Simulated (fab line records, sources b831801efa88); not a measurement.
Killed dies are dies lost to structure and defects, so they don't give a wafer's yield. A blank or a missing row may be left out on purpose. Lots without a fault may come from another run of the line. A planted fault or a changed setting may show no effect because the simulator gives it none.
A struck lot beside a sound one | flow sky130 | 15 steps out of a route of 708
Sound: wafers L942.2, L942.4, L942.5. Struck: wafers L935.2, L935.3, L935.6. The cause comes at the end.
At each step with rows: each side's tool, then ch and its chambers, then its first start. Under that, the readings that differ: sound wafers | struck wafers | difference of the means | sigmas: that difference in standard deviations of wafers without a fault.
alike: readings whose means differ by less than 2 such deviations, and words and numbers that are the same on both sides. not compared: withheld readings, readings that some wafer has no value for, bounds like >300 that may hide the same value, and numbers for which the record gives no deviation and whose values overlap.
The two part at a step that has a row with sigmas, a row that says differs or no value, or rows on one side only. Numbers that don't overlap but have no deviation are shown without sigmas and don't part them. A reading that every wafer of one side lacks parts them only if that side has two wafers or more.

SKY_LI_CONTACT_THK_MEAS_23: measures by xrf.
  sound on film_metro-01, day 33 21:47; struck on film_metro-01, day 31 16:01
  alike: LI_CONTACT_W_THK
SKY_LI_CONTACT_CMP_24: polishes, stops on PSG, t overpolish 20 s, target thk 0 nm.
  sound on cmp-01 ch 0,3, day 33 21:58; struck on cmp-02 ch 0,1,3, day 31 16:07
  alike: motor_current_A, overpolish_run_s, slurry_filter_dp_kPa, time_to_endpoint_s
SKY_LOCAL_INTERCONNECT_SPUTTER_00: material TiN, target thk 100 nm, time 83.3 s.
  sound on pvd_sputter-02, day 33 22:16; struck on pvd_sputter-02, day 31 16:22
  alike: chamber_pressure_pa, susceptor_temp_C, throttle_valve_pct
SKY_LOCAL_INTERCONNECT_RS_MEAS_01: measures by four-point-probe.
  sound on film_metro-01, day 33 22:21; struck on film_metro-01, day 31 16:26
  alike: LOCAL_INTERCONNECT_TIN_RS
SKY_LOCAL_INTERCONNECT_THK_MEAS_02: measures by xrf.
  sound on film_metro-01, day 33 22:28; struck on film_metro-01, day 31 16:33
  alike: LOCAL_INTERCONNECT_TIN_THK
then, 7 steps without rows for these wafers: SKY_LOCAL_INTERCONNECT_DEHYDRATE_03 (time 60 s); SKY_LOCAL_INTERCONNECT_HMDS_04 (prime time 60 s); SKY_LOCAL_INTERCONNECT_COAT_05 (resist thk 60 nm); SKY_LOCAL_INTERCONNECT_COAT_06 (resist thk 450 nm); SKY_LOCAL_INTERCONNECT_SOFTBAKE_07 (time 90 s); SKY_LOCAL_INTERCONNECT_EXPOSE_08 (exposes mask LI1M, target cd 170 nm); SKY_LOCAL_INTERCONNECT_PEB_09.
SKY_LOCAL_INTERCONNECT_DEVELOP_10: develop time 60 s.
  sound on litho_track-03 ch 0, day 34 23:00; struck on litho_track-01 ch 0, day 32 19:00
  reading              | sound             | struck            | difference | sigmas
  developer_temp_C (C) | 20.90 20.96 20.91 | 21.73 21.66 21.81 | +0.81      | +7
SKY_LOCAL_INTERCONNECT_CD_MEAS_11: target cd 170 nm.
  sound on cd_sem-01, day 35 00:08; struck on cd_sem-01, day 32 19:25
  alike: cd_nm
-- the record jumps here: 15 days lie between the struck wafers' starts before and after (it left off in module LOCAL_INTERCONNECT and takes up again in module PAD_OPEN, whose first step shown is number 708 of the route) --
SKY_PAD_OPEN_PROBE_99:
  sound on prober-01, day 49 04:16; struck on prober-02, day 47 16:23
  alike: killed_at_M0_to_M3, killed_at_M4_up, killed_at_contacts, killed_at_front_end, killed_at_other, killed_dies, killed_on_rim, killed_open, killed_short

WHERE THEY PART
Only at SKY_LOCAL_INTERCONNECT_DEVELOP_10, within this record. Later steps at which nothing parts them and some readings are alike: SKY_LOCAL_INTERCONNECT_CD_MEAS_11, SKY_PAD_OPEN_PROBE_99.

WHY: what the simulator had put in
Process parameter drift: litho_track-01, from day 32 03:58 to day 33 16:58, at SKY_LOCAL_INTERCONNECT_DEVELOP_10. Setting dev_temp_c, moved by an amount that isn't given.
